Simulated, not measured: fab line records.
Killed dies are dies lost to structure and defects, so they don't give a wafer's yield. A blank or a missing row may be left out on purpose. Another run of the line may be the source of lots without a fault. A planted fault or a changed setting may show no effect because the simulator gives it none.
Which tool did it? :: flow gf180mcu :: 14 lots, 42 wafers sampled, at 3 steps of a route of 602

## WHAT THE GAUGES SHOWED, per wafer
GF_V2_THK_MEAS_03.
lot: L261
measured: day 19 02:37
on: filmMetro-03
V2_CVD_02_THK (nm): 828 848 858

lot: L262
measured: day 19 12:07
on: filmMetro-04
V2_CVD_02_THK (nm): 852 852 871

lot: L263
measured: day 19 21:40
on: filmMetro-04
V2_CVD_02_THK (nm): 832 857 839

lot: L264
measured: day 20 09:14
on: filmMetro-02
V2_CVD_02_THK (nm): 850 868 861

lot: L267
measured: day 21 12:49
on: filmMetro-02
V2_CVD_02_THK (nm): 853 877 859

lot: L269
measured: day 22 03:55
on: filmMetro-03
V2_CVD_02_THK (nm): 843 846 850

lot: L271
measured: day 22 23:44
on: filmMetro-03
V2_CVD_02_THK (nm): 842 846 845

lot: L274
measured: day 23 21:16
on: filmMetro-04
V2_CVD_02_THK (nm): 850 859 859

lot: L275
measured: day 24 09:04
on: filmMetro-02
V2_CVD_02_THK (nm): 849 841 839

lot: L276
measured: day 24 14:47
on: filmMetro-02
V2_CVD_02_THK (nm): 842 855 866

lot: L277
measured: day 24 18:55
on: filmMetro-02
V2_CVD_02_THK (nm): 861 852 875

lot: L282
measured: day 26 15:13
on: filmMetro-02
V2_CVD_02_THK (nm): 852 835 865

lot: L283
measured: day 26 18:26
on: filmMetro-02
V2_CVD_02_THK (nm): 849 843 866

lot: L284
measured: day 27 02:33
on: filmMetro-03
V2_CVD_02_THK (nm): 845 856 882

GF_V3_THK_MEAS_01.
lot: L261
measured: day 21 06:19
on: filmMetro-04
V3_CVD_00_THK (nm): 605 595 608

lot: L262
measured: day 21 16:58
on: filmMetro-04
V3_CVD_00_THK (nm): 594 600 601

lot: L263
measured: day 22 00:13
on: filmMetro-02
V3_CVD_00_THK (nm): 598 603 603

lot: L264
measured: day 22 11:02
on: filmMetro-04
V3_CVD_00_THK (nm): 597 590 598

lot: L267
measured: day 23 13:50
on: filmMetro-01
V3_CVD_00_THK (nm): 593 599 599

lot: L269
measured: day 24 04:04
on: filmMetro-04
V3_CVD_00_THK (nm): 601 591 598

lot: L271
measured: day 24 23:02
on: filmMetro-01
V3_CVD_00_THK (nm): 595 593 599

lot: L274
measured: day 25 20:20
on: filmMetro-01
V3_CVD_00_THK (nm): 604 611 592

lot: L275
measured: day 26 05:37
on: filmMetro-01
V3_CVD_00_THK (nm): 595 593 599

lot: L276
measured: day 26 12:02
on: filmMetro-02
V3_CVD_00_THK (nm): 592 595 596

lot: L277
measured: day 26 16:11
on: filmMetro-01
V3_CVD_00_THK (nm): 598 589 590

lot: L282
measured: day 28 09:56
on: filmMetro-01
V3_CVD_00_THK (nm): 592 586 595

lot: L283
measured: day 28 13:53
on: filmMetro-04
V3_CVD_00_THK (nm): 604 605 606

lot: L284
measured: day 28 21:16
on: filmMetro-01
V3_CVD_00_THK (nm): 592 594 597

## EACH LOT AND THE TOOL THAT RAN IT (in order: tool; ch and the chambers of the sampled wafers; start)
lot: L261
GF_CONTACT_ETCH_16: rieDiel-01 ch 2,3, day 15 23:40

lot: L262
GF_CONTACT_ETCH_16: rieDiel-01 ch 0,1,3, day 16 09:16

lot: L263
GF_CONTACT_ETCH_16: rieDiel-04 ch 1,2,3, day 16 16:16

lot: L264
GF_CONTACT_ETCH_16: rieDiel-01 ch 0,1, day 17 03:34

lot: L267
GF_CONTACT_ETCH_16: rieDiel-02 ch 0,1,3, day 18 06:19

lot: L269
GF_CONTACT_ETCH_16: rieDiel-02 ch 0,1,3, day 18 22:13

lot: L271
GF_CONTACT_ETCH_16: rieDiel-02 ch 2,3, day 19 20:31

lot: L274
GF_CONTACT_ETCH_16: rieDiel-02 ch 0,2,3, day 20 18:04

lot: L275
GF_CONTACT_ETCH_16: rieDiel-02 ch 0,1,2, day 21 06:46

lot: L276
GF_CONTACT_ETCH_16: rieDiel-04 ch 0,1,3, day 21 12:10

lot: L277
GF_CONTACT_ETCH_16: rieDiel-02 ch 0,2,3, day 21 17:28

lot: L282
GF_CONTACT_ETCH_16: rieDiel-04 ch 0,2,3, day 23 16:58

lot: L283
GF_CONTACT_ETCH_16: rieDiel-04 ch 0,1,2, day 23 20:16

lot: L284
GF_CONTACT_ETCH_16: rieDiel-01 ch 0,3, day 24 04:31
- GF_CONTACT_ETCH_16: etches BARC in N2/H2.

## AS READ BY THE TOOLS THEMSELVES (means over the sampled wafers that have a number; for cases with no such wafer, the mark the record gives instead)
GF_CONTACT_ETCH_16.
lot: L261
tool: rieDiel-01
drypumpMotorCurrentA (A): 6.0
oesProductAu (a.u.): 0.857
throttleValvePct (%): 13.216

lot: L262
tool: rieDiel-01
drypumpMotorCurrentA (A): 5.6
oesProductAu (a.u.): 0.861
throttleValvePct (%): 13.221

lot: L263
tool: rieDiel-04
drypumpMotorCurrentA (A): 5.3
oesProductAu (a.u.): 0.857
throttleValvePct (%): 13.227

lot: L264
tool: rieDiel-01
drypumpMotorCurrentA (A): 5.4
oesProductAu (a.u.): 0.856
throttleValvePct (%): 13.225

lot: L267
tool: rieDiel-02
drypumpMotorCurrentA (A): 5.9
oesProductAu (a.u.): 0.853
throttleValvePct (%): 13.226

lot: L269
tool: rieDiel-02
drypumpMotorCurrentA (A): 5.9
oesProductAu (a.u.): 0.857
throttleValvePct (%): 13.223

lot: L271
tool: rieDiel-02
drypumpMotorCurrentA (A): 5.2
oesProductAu (a.u.): 0.852
throttleValvePct (%): 13.227

lot: L274
tool: rieDiel-02
drypumpMotorCurrentA (A): 5.7
oesProductAu (a.u.): 0.852
throttleValvePct (%): 13.233

lot: L275
tool: rieDiel-02
drypumpMotorCurrentA (A): 5.7
oesProductAu (a.u.): 0.857
throttleValvePct (%): 13.224

lot: L276
tool: rieDiel-04
drypumpMotorCurrentA (A): 5.3
oesProductAu (a.u.): 0.848
throttleValvePct (%): 13.222

lot: L277
tool: rieDiel-02
drypumpMotorCurrentA (A): 5.7
oesProductAu (a.u.): 0.857
throttleValvePct (%): 13.219

lot: L282
tool: rieDiel-04
drypumpMotorCurrentA (A): 5.6
oesProductAu (a.u.): 0.849
throttleValvePct (%): 13.220

lot: L283
tool: rieDiel-04
drypumpMotorCurrentA (A): 5.4
oesProductAu (a.u.): 0.859
throttleValvePct (%): 13.222

lot: L284
tool: rieDiel-01
drypumpMotorCurrentA (A): 5.6
oesProductAu (a.u.): 0.858
throttleValvePct (%): 13.220

## THE ANSWER, worked out from the rows above alone
Rule: the lots themselves supply what counts as usual. Put in order of their means at a reading, lots are off if they are a third of the lots or fewer, leave a main group of 4 or more, and stand apart from it by a gap of 3 or more times the standard deviation of the main group's means; of several such gaps the widest counts. Not used: any main group whose means are identical at the precision the tables above print for the reading. Also off: a lot with no number at a reading for which 4 or more lots have one. The other lots that the step has rows for count as sound. First the gauges in route order, then the tools' own readings, where a lot's mean is used as printed above. The first step at which some lot is off is used, and at that step the reading that is off furthest; a lot without a number counts as furthest.
No lot is off at any reading shown: from this, nothing can be told.

## WHAT HAD BEEN PUT IN BY THE SIMULATOR
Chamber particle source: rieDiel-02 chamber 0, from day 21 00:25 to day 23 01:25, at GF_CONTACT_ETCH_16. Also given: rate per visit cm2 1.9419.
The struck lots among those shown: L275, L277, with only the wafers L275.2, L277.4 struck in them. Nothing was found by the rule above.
